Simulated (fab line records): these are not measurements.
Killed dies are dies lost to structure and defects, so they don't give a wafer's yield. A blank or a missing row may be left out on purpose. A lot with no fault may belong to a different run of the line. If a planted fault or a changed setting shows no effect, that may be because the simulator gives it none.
fab line records | flow sky130
[record] lots = 5 wafers = 15 last-day = 51
route steps=708 shown POLY_CUT@312 SD_P@320 RES_XHIGH@332
lots that met no fault: taken from a fault-free run of the same line
start-h: start of the lot's first displayed wafer, in hours after the record's first day | wait-h: hours elapsed since this lot's preceding step | " same as the row above | L1.1+2: several wafers, shown together as one row | - no value, or no start was given | * or withheld: withheld | < > ~ a bound
route shown NAME@n: a module of which the file shows steps, and the number in the route of the first | usual: average and standard deviation across the fault-free wafers | same: alike in all rows | chamber/n: place in a boat | sites: readings site by site | _std_site: their standard deviation | _edge_site: the outer-site mean with the inner-site mean subtracted | radius-mm: for every site, how far away it sits from the centre of the wafer | mask NAME#n: copy n | behind: the most recent tool/chamber to have shaped the wafer | hold: the reason the lot was held/the length of the hold in hours/how it ended | device: transistor that didn't switch, given as n, p or np | end of line: the same wafers' tests at the end of the route | a step with no rows: only its recipe | killed: the dies lost at the first sort to structure and to defects; this is not the yield of the wafer | map: the dies of a wafer, with x for killed, . for not killed, _ for no die there
set.NAME: the run value of the setting; set.NAME@STEP: its run value at that earlier step | model.NAME: the simulator's own value behind a step, which no gauge read
lots seen at some steps along the route; tables by step, rows by wafer
services: from which hour (start-h, from the record's first day; less than 0 if before it) a tool's chamber was out of use, for how many hours, and why
[[steps]]
[step SKY_POLY_CUT_EXPOSE_05]
[recipe] mask-id = NPCM na = 0.8 source-shape = annular sigma-inner = 0.55 sigma-outer = 0.85 target-cd-nm = 270 dose-mj = 32
[step SKY_POLY_CUT_PEB_06]
[recipe] peb-temp-c = withheld peb-time-s = withheld resist = KrF-thick
[step SKY_POLY_CUT_DEVELOP_07]
[recipe] develop-time-s = 60 resist = KrF-thick dev-temp-c = 21
[step SKY_POLY_CUT_CD_MEAS_08]
[recipe] target-cd-nm = 270
[usual] cd-nm = 269.4/1.4
// columns lot.wafer tool chamber start-h wait-h cd-nm
L308.1 cd-sem-02 - 619.03 - 267.4
L308.2 " - " " 267.5
L308.5 " - " " 266.5
L309.1 cd-sem-01 - 619.44 - 269.9
L309.2 " - " " 269.9
L309.3 " - " " 269.0
L315.3 cd-sem-02 - 664.22 - 269.3
L315.5 " - " " 268.4
L315.6 " - " " 268.8
L325.2 cd-sem-02 - 731.88 - 268.5
L325.3 " - " " 266.5
L325.4 " - " " 268.3
L326.3 cd-sem-01 - 789.62 - 270.9
L326.4 " - " " 269.2
L326.5 " - " " 270.2
[step SKY_POLY_CUT_OVL_MEAS_09]
[usual] POLY_CUT_OVL = 1/6.7
// columns lot.wafer tool chamber start-h wait-h POLY_CUT_OVL[nm]
L308.1 overlay-01 - 619.15 0.1 8
L308.2 " - " " 5
L308.5 " - " " 7
L309.1 overlay-02 - 619.56 0.1 12
L309.2 " - " " 2
L309.3 " - " " 8
L315.3 overlay-02 - 664.31 0.1 -1
L315.5 " - " " 4
L315.6 " - " " -7
L325.2 overlay-01 - 731.99 0.1 14
L325.3 " - " " -1
L325.4 " - " " 9
L326.3 overlay-02 - 789.71 0.1 5
L326.4 " - " " 10
L326.5 " - " " -3
[step SKY_POLY_CUT_ETCH_10]
[recipe] chemistry = N2/H2 target = BARC ion-energy-ev = 200 source-w = 500 bias-w = 100 pressure-mtorr = 30 n2-flow-sccm = 100 h2-flow-sccm = 200 stop-on = SiO2 time-s = 45.9 target-depth-a = 600
[usual] drypump-motor-current-A = 5.8/0.45 oes-product-au = 0.855/0.0048 throttle-valve-pct = 13.225/0.0098
// columns lot.wafer tool chamber start-h wait-h drypump-motor-current-A oes-product-au rf-hours-counter-h throttle-valve-pct
L308.1 rie-diel-01 1 619.18 0.0 6.4 0.865 2 13.231
L308.2 " 2 " " 6.4 0.851 18 13.233
L308.5 " 0 " " 5.4 0.852 - 13.230
L309.1 rie-diel-03 1 619.60 0.0 5.1 0.854 65 13.232
L309.2 " 3 " " 5.2 0.852 2 13.220
L309.3 " 0 " " 5.6 0.859 9 13.207
L315.3 rie-diel-02 0 664.33 0.0 6.0 0.860 7 13.226
L315.5 " 1 " " 5.9 0.855 - 13.233
L315.6 " 0 " " 6.0 0.858 - 13.208
L325.2 rie-diel-02 1 732.02 0.0 5.9 0.846 20 13.241
L325.3 " 3 " " 6.0 0.854 1 13.211
L325.4 " 0 " " 6.0 0.859 8 13.213
L326.3 rie-diel-03 0 789.73 0.0 5.6 0.857 13 13.226
L326.4 " 1 " " 5.1 0.850 3 13.222
L326.5 " 3 " " 5.2 0.854 - 13.224
[step SKY_POLY_CUT_ETCH_11]
[recipe] target = Si3N4 chemistry = CF4/CH2F2/Ar stop-on = poly-Si source-w = 600 bias-w = 150 pressure-mtorr = 40 cf4-flow-sccm = 40 ch2f2-flow-sccm = 20 Ar_flow_sccm = 150 time-s = 42.5 target-depth-a = 600
[usual] drypump-motor-current-A = 5.8/0.45 oes-product-au = 0.827/0.0061 throttle-valve-pct = 14.994/0.0089
// columns lot.wafer tool chamber start-h wait-h drypump-motor-current-A oes-product-au rf-hours-counter-h throttle-valve-pct
L308.1 rie-diel-01 1 619.23 0.0 6.4 0.824 2 14.999
L308.2 " 2 " " 6.4 0.827 18 14.989
L308.5 " 0 " " 5.4 0.824 - 14.990
L309.1 rie-diel-03 1 619.64 0.0 5.1 0.829 65 15.005
L309.2 " 3 " " 5.2 0.829 2 14.981
L309.3 " 0 " " 5.6 0.829 9 14.987
L315.3 rie-diel-02 0 664.38 0.0 5.9 0.827 7 15.015
L315.5 " 1 " " 5.9 0.826 - 14.999
L315.6 " 0 " " 5.9 0.831 - 14.985
L325.2 rie-diel-02 1 732.06 0.0 5.9 0.821 20 14.982
L325.3 " 3 " " 6.0 0.824 1 14.985
L325.4 " 0 " " 6.0 0.830 8 14.996
L326.3 rie-diel-03 0 789.78 0.0 5.6 0.828 13 15.006
L326.4 " 1 " " 5.0 0.832 3 15.000
L326.5 " 3 " " 5.2 0.832 - 14.993
[step SKY_POLY_CUT_STRIP_12]
[recipe] chemistry = O2/N2 power-w = 1400 pressure-mtorr = 1500 platen-temp-c = withheld o2-flow-sccm = 3000 n2-flow-sccm = 300 overash-fraction = 0.5
[usual] drypump-motor-current-A = 5.8/0.47 oes-product-au = 0.452/0.0049 strip-time-to-endpoint-s = 5.350/0.02
// columns lot.wafer tool chamber start-h wait-h drypump-motor-current-A oes-product-au rf-hours-counter-h strip-time-to-endpoint-s
L308.1 plasma-asher-01 0 619.27 0.0 6.3 0.456 20 5.343
L308.2 " 1 " " 5.6 0.442 20 5.351
L308.5 " 1 " " 5.6 0.445 - 5.361
L309.1 plasma-asher-03 0 619.68 0.0 5.4 0.452 87 5.359
L309.2 " 1 " " 6.4 0.453 87 5.367
L309.3 " 0 " " 5.5 0.448 - 5.367
L315.3 plasma-asher-03 1 664.45 0.1 6.4 0.456 - 5.343
L315.5 " 0 " " 5.4 0.448 - 5.351
L315.6 " 1 " " 6.5 0.447 - 5.365
L325.2 plasma-asher-01 0 732.10 0.0 6.3 0.457 29 5.316
L325.3 " 0 " " 6.3 0.453 - 5.339
L325.4 " 1 " " 5.6 0.448 - 5.337
L326.3 plasma-asher-01 0 789.85 0.1 6.3 0.461 - 5.316
L326.4 " 1 " " 5.6 0.454 - 5.317
L326.5 " 0 " " 6.3 0.450 - 5.298
[step SKY_SD_P_DEHYDRATE_00]
[recipe] temp-c = 200 time-s = 60
[step SKY_SD_P_HMDS_01]
[recipe] prime-time-s = 60 prime-temp-c = 120
[step SKY_SD_P_COAT_02]
[recipe] resist = NOVOLAK spin-rpm = 3000 resist-thk-nm = 1140
[step SKY_SD_P_SOFTBAKE_03]
[recipe] temp-c = 90 time-s = 60 resist = NOVOLAK
[step SKY_SD_P_EXPOSE_04]
[recipe] mask-id = PSDM na = 0.6 source-shape = conventional sigma-outer = 0.6 polarization = unpolarized target-cd-nm = 380 dose-mj = 138
// columns lot.wafer tool chamber start-h wait-h mask
L308.1+2+5 iline-stepper-01 0 633.16 - PSDM#0
L309.1+2+3 iline-stepper-01 0 633.43 - PSDM#0
L315.3+5+6 iline-stepper-01 0 678.95 - LDNTM#0
L325.2+3+4 iline-stepper-02 0 745.51 - PSDM#0
L326.3+4+5 iline-stepper-01 0 802.75 - PSDM#0
[step SKY_SD_P_PEB_05]
[recipe] temp-c = withheld time-s = * resist = NOVOLAK
[step SKY_SD_P_DEVELOP_06]
[recipe] resist = NOVOLAK developer = TMAH develop-time-s = 60 dev-temp-c = 23
[step SKY_SD_P_CD_MEAS_07]
[recipe] target-cd-nm = 380
[usual] cd-nm = 380/3
// columns lot.wafer tool chamber start-h wait-h cd-nm
L308.1 cd-sem-02 - 647.78 0.1 383
L308.2 " - " " 383
L308.5 " - " " 384
L309.1 cd-sem-02 - 647.90 0.2 382
L309.2 " - " " 383
L309.3 " - " " 379
L315.3 cd-sem-01 - 692.97 0.1 -
L315.5 " - " " -
L315.6 " - " " -
L325.2 cd-sem-01 - 759.00 0.1 379
L325.3 " - " " 378
L325.4 " - " " 381
L326.3 cd-sem-01 - 816.36 0.1 381
L326.4 " - " " 378
L326.5 " - " " 381
[step SKY_SD_P_OVL_MEAS_08]
[usual] SD_P_OVL = 1.7/1.4
// columns lot.wafer tool chamber start-h wait-h SD_P_OVL[nm]
L308.1 overlay-02 - 647.90 0.1 0.9
L308.2 " - " " 1.4
L308.5 " - " " 3.7
L309.1 overlay-01 - 648.02 0.1 3.8
L309.2 " - " " 1.4
L309.3 " - " " 3.1
L315.3 overlay-02 - 693.06 0.1 -
L315.5 " - " " -
L315.6 " - " " -
L325.2 overlay-01 - 759.10 0.1 0.5
L325.3 " - " " -0.2
L325.4 " - " " 0.8
L326.3 overlay-02 - 816.45 0.1 2.7
L326.4 " - " " 3.6
L326.5 " - " " 3.4
[step SKY_SD_P_IMPLANT_09]
[recipe] species = BF2 energy-kev = 20 dose-cm2 = 3e+15 tilt-deg = 0
[step SKY_SD_P_STRIP_10]
[recipe] chemistry = O2/N2 power-w = 1400 pressure-mtorr = 1500 platen-temp-c = withheld o2-flow-sccm = 3000 n2-flow-sccm = 300 overash-fraction = 0.5
[usual] drypump-motor-current-A = 6.0/0.34 oes-product-au = 0.618/0.0044 strip-time-to-endpoint-s = 17.50/0.037
// columns lot.wafer tool chamber start-h wait-h drypump-motor-current-A oes-product-au rf-hours-counter-h strip-time-to-endpoint-s
L308.1 plasma-asher-03 0 648.08 0.1 5.5 0.613 90 17.42
L308.2 " 1 " " 6.4 0.617 90 17.46
L308.5 " 0 " " 5.5 0.622 - 17.44
L309.1 plasma-asher-02 0 648.23 0.1 6.0 0.609 83 17.53
L309.2 " 1 " " 6.2 0.616 83 17.52
L309.3 " 0 " " 6.1 0.616 - 17.53
L315.3 plasma-asher-01 1 693.27 0.1 5.6 0.618 - 17.53
L315.5 " 1 " " 5.6 0.614 - 17.53
L315.6 " 0 " " 6.3 0.626 - 17.47
L325.2 plasma-asher-02 0 759.28 0.1 6.1 0.620 95 17.48
L325.3 " 0 " " 6.1 0.615 - 17.43
L325.4 " 1 " " 6.3 0.619 - 17.45
L326.3 plasma-asher-02 1 816.65 0.1 6.2 0.619 - 17.50
L326.4 " 0 " " 6.1 0.617 - 17.53
L326.5 " 0 " " 6.1 0.613 - 17.55
[step SKY_SD_P_TW_MEAS_11]
[usual] SD_P_TW = 2835/14
// columns lot.wafer tool chamber start-h wait-h SD_P_TW
L308.1 film-metro-01 - 648.18 0.1 2835
L308.2 " - " " 2857
L308.5 " - " " 2820
L309.1 film-metro-04 - 648.33 0.1 2843
L309.2 " - " " 2837
L309.3 " - " " 2830
L315.3 film-metro-02 - 693.36 0.1 30
L315.5 " - " " 30
L315.6 " - " " 30
L325.2 film-metro-01 - 759.39 0.1 2837
L325.3 " - " " 2838
L325.4 " - " " 2841
L326.3 film-metro-04 - 816.74 0.1 2817
L326.4 " - " " 2822
L326.5 " - " " 2834
[step SKY_RES_XHIGH_DEHYDRATE_00]
[recipe] temp-c = 200 time-s = 60
[[services]]
// columns tool chamber start-h hours kind
rie-diel-03 2 639.25 3.5 repair
rie-diel-03 1 645.08 - clean
rie-diel-03 1 645.08 12.5 scheduled-down
rie-diel-02 - 652.95 0.1 repair
rie-diel-03 1 660.22 2.8 repair
rie-diel-01 - 664.74 1.7 repair
plasma-asher-01 - 671.22 15.6 pm
rie-diel-01 2 671.98 2.0 repair
rie-diel-01 1 676.88 4.8 repair
rie-diel-03 1 696.72 5.3 repair
iline-stepper-01 - 703.54 0.7 repair
iline-stepper-01 - 715.15 6.8 repair
rie-diel-02 1 715.83 16.0 repair
plasma-asher-03 - 733.75 9.0 pm
rie-diel-01 - 771.43 0.7 repair
rie-diel-03 1 775.16 11.0 repair
plasma-asher-03 - 780.13 10.7 pm
rie-diel-02 1 787.12 11.1 repair
iline-stepper-02 - 787.49 1.7 pm
plasma-asher-02 - 790.70 1.5 repair
rie-diel-02 2 792.87 17.4 repair
plasma-asher-03 - 794.42 5.7 repair
rie-diel-03 2 805.79 12.2 repair
rie-diel-01 2 810.01 1.8 repair
[[key]]
[first-sign] step = SKY_SD_P_EXPOSE_04 reading = mask direction = changed
[effect] step = SKY_SD_P_CD_MEAS_07 reading = cd-nm direction = missing
[effect] step = SKY_SD_P_OVL_MEAS_08 reading = SD_P_OVL direction = missing
[effect] step = SKY_SD_P_TW_MEAS_11 reading = SD_P_TW direction = down sigmas = 99+ usual = 2835 struck = 30
met-at SKY_SD_P_EXPOSE_04
struck-wafers L315.3,L315.5,L315.6
sort-left-out L315.3,L315.5,L315.6
tester-left-out L315
onset-between 633.43 678.95
[fault] kind = wrong-mask tool = any chamber = - onset-h = 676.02 steps = SKY_SD_P_EXPOSE_04 aux-copy = LDNTM#0 scope = struck-lots-only
// tester-left-out: of these lots the tester's yield and bins aren't shown, on N5 and GAA mostly nor the transistor test; their killed dies are dies lost to structure and defects alone, not to doping, threshold or leakage, so they don't give the yield
// sort-left-out: the simulated sort isn't trusted on such a fault, so these wafers' sort isn't shown, and their yield isn't known
